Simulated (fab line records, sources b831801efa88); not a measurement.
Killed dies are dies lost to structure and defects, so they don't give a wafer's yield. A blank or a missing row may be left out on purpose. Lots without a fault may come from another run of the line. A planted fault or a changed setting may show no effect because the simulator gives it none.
Which tool did it? | flow gf180mcu | 13 lots, 39 wafers sampled, at 4 steps of a route of 602

WHAT THE GAUGES READ, wafer by wafer
GF_V2_RS_MEAS_24: measures by four-point-probe. Usual: V2_W_RS 0.328 ohm/sq, standard deviation 0.0042.
lot  | measured     | on            | V2_W_RS (ohm/sq)  | flag
L127 | day 20 07:33 | film_metro-01 | 0.326 0.324 0.326 |
L128 | day 21 00:25 | film_metro-03 | 0.328 0.331 0.327 |
L129 | day 21 16:43 | film_metro-03 | 0.322 0.317 0.320 |
L130 | day 21 17:04 | film_metro-03 | 0.328 0.328 0.328 |
L131 | day 22 11:03 | film_metro-01 | 0.331 0.338 0.336 |
L134 | day 23 11:20 | film_metro-04 | 0.331 0.332 0.330 |
L135 | day 23 13:37 | film_metro-03 | 0.323 0.329 0.325 |
L136 | day 23 17:01 | film_metro-01 | 0.328 0.325 0.325 |
L137 | day 23 23:53 | film_metro-01 | 0.328 0.324 0.324 |
L138 | day 24 10:43 | film_metro-01 | 0.325 0.328 0.325 |
L140 | day 24 23:13 | film_metro-01 | 0.328 0.326 0.326 |
L141 | day 25 10:54 | film_metro-03 | 0.331 0.335 0.335 |
L142 | day 25 14:37 | film_metro-04 | 0.317 0.320 0.321 |

GF_V3_RS_MEAS_24: measures by four-point-probe. Usual: V3_W_RS 0.327 ohm/sq, standard deviation 0.0032.
lot  | measured     | on            | V3_W_RS (ohm/sq)  | flag
L127 | day 22 10:49 | film_metro-03 | 0.329 0.331 0.332 |
L128 | day 23 01:13 | film_metro-04 | 0.322 0.324 0.324 |
L129 | day 23 17:45 | film_metro-02 | 0.332 0.327 0.329 |
L130 | day 23 18:19 | film_metro-04 | 0.328 0.326 0.323 |
L131 | day 24 11:19 | film_metro-04 | 0.327 0.322 0.326 |
L134 | day 25 10:08 | film_metro-03 | 0.328 0.327 0.323 |
L135 | day 25 13:01 | film_metro-03 | 0.332 0.327 0.330 |
L136 | day 25 16:04 | film_metro-03 | 0.325 0.324 0.329 |
L137 | day 25 22:01 | film_metro-04 | 0.326 0.326 0.334 |
L138 | day 26 08:11 | film_metro-04 | 0.328 0.325 0.330 |
L140 | day 26 20:54 | film_metro-02 | 0.325 0.324 0.327 |
L141 | day 27 07:31 | film_metro-04 | 0.326 0.326 0.322 |
L142 | day 27 11:31 | film_metro-04 | 0.331 0.328 0.330 |

WHICH TOOL RAN EACH LOT (tool, then ch and the chambers of the sampled wafers, then the start)
lot  | GF_V3_ETCH_17                      | GF_V3_CVD_23
L127 | rie_diel-03 ch 0,3, day 22 09:00   | cvd_w-02 ch 0,1, day 22 10:41
L128 | rie_diel-04 ch 0,3, day 23 00:00   | cvd_w-01 ch 0,1, day 23 01:05
L129 | rie_diel-03 ch 0,1,2, day 23 16:00 | cvd_w-02 ch 0,1, day 23 17:38
L130 | rie_diel-03 ch 0,2,3, day 23 17:00 | cvd_w-01 ch 0,1, day 23 18:12
L131 | rie_diel-02 ch 0,1,2, day 24 10:00 | cvd_w-01 ch 0,1, day 24 11:11
L134 | rie_diel-03 ch 1,2, day 25 09:00   | cvd_w-02 ch 1, day 25 09:54
L135 | rie_diel-03 ch 1,2, day 25 12:00   | cvd_w-02 ch 1, day 25 12:50
L136 | rie_diel-04 ch 0,2,3, day 25 15:00 | cvd_w-01 ch 0,1, day 25 15:58
L137 | rie_diel-04 ch 0,1,2, day 25 21:00 | cvd_w-02 ch 0,1, day 25 21:55
L138 | rie_diel-02 ch 0,2,3, day 26 07:00 | cvd_w-01 ch 0,1, day 26 08:04
L140 | rie_diel-04 ch 0,2, day 26 20:00   | cvd_w-01 ch 0,1, day 26 20:47
L141 | rie_diel-04 ch 0,3, day 27 06:00   | cvd_w-01 ch 0,1, day 27 07:23
L142 | rie_diel-04 ch 0,2,3, day 27 10:00 | cvd_w-01 ch 0,1, day 27 11:25
- GF_V3_ETCH_17: etches SiO2 in C4F8/O2/Ar, stops on TiN, target depth 635 nm.
- GF_V3_CVD_23: deposits W, target thk 350 nm, time 104.9 s.

WHAT THE TOOLS THEMSELVES READ (means of the sampled wafers that have a number; where no wafer has one, the mark that the record gives instead)
GF_V3_ETCH_17. Usual: bias_w 1200 W, standard deviation 3.7; chamber_pressure_mTorr 39.99 mTorr, standard deviation 0.035; oes_product_au 0.856 a.u., standard deviation 0.0042.
lot  | tool        | bias_w (W) | chamber_pressure_mTorr (mTorr) | oes_product_au (a.u.) | flag
L127 | rie_diel-03 | 1203       | 39.95                          | 0.850                 |
L128 | rie_diel-04 | 1202       | 39.98                          | 0.855                 |
L129 | rie_diel-03 | 1204       | 40.05                          | 0.857                 |
L130 | rie_diel-03 | 1199       | 39.96                          | 0.854                 |
L131 | rie_diel-02 | 1202       | 39.97                          | 0.861                 |
L134 | rie_diel-03 | 1201       | 39.98                          | 0.856                 |
L135 | rie_diel-03 | 1199       | 39.97                          | 0.858                 |
L136 | rie_diel-04 | 1202       | 40.02                          | 0.856                 |
L137 | rie_diel-04 | 1200       | 39.98                          | 0.856                 |
L138 | rie_diel-02 | 1199       | 40.02                          | 0.855                 |
L140 | rie_diel-04 | 1200       | 40.02                          | 0.856                 |
L141 | rie_diel-04 | 1239       | 40.01                          | 0.857                 | OFF
L142 | rie_diel-04 | 1237       | 39.97                          | 0.853                 | OFF

GF_V3_CVD_23. Usual: heater_power_w 931 W, standard deviation 110.
lot  | tool     | heater_power_w (W) | flag
L127 | cvd_w-02 | 926                |
L128 | cvd_w-01 | 969                |
L129 | cvd_w-02 | 875                |
L130 | cvd_w-01 | 962                |
L131 | cvd_w-01 | 873                |
L134 | cvd_w-02 | 955                |
L135 | cvd_w-02 | 964                |
L136 | cvd_w-01 | 878                |
L137 | cvd_w-02 | 878                |
L138 | cvd_w-01 | 978                |
L140 | cvd_w-01 | 981                |
L141 | cvd_w-01 | 975                |
L142 | cvd_w-01 | 902                |

THE ANSWER, worked out from the rows above alone
Rule: a lot is off if the mean of its wafers that have a number lies more than 3 standard deviations from the usual mean. A lot without any number at a reading at which 4 lots or more have one is off too. The other lots that the step has rows for count as sound. The gauges are gone through in route order, then the tools' own readings, and for those a lot's mean is taken as printed above. The first step at which some lot is off is used, and at that step the reading that is off furthest; a lot without a number counts as furthest.
Off: L141, L142, at GF_V3_ETCH_17 (bias_w).
A tool fits if, at that step or a process step before it, it ran every lot that is off, and no sound lot after the first of them. One fits: rie_diel-04 at GF_V3_ETCH_17. Its last sound lot is L140 (day 26 20:00), its first lot that is off L141 (day 27 06:00): a fault that began between those two fits.
The tool's own readings at GF_V3_ETCH_17 bear it out: on the lots that are off they differ by more than 5 times the standard deviation of the sound lots' means. bias_w reads 1238 W there against 1201 W on the sound lots.

WHAT THE SIMULATOR HAD PUT IN
Process parameter drift: rie_diel-04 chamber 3, from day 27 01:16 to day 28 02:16, at GF_V3_ETCH_17. Setting bias_w, moved by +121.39, from 1200. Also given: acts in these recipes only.
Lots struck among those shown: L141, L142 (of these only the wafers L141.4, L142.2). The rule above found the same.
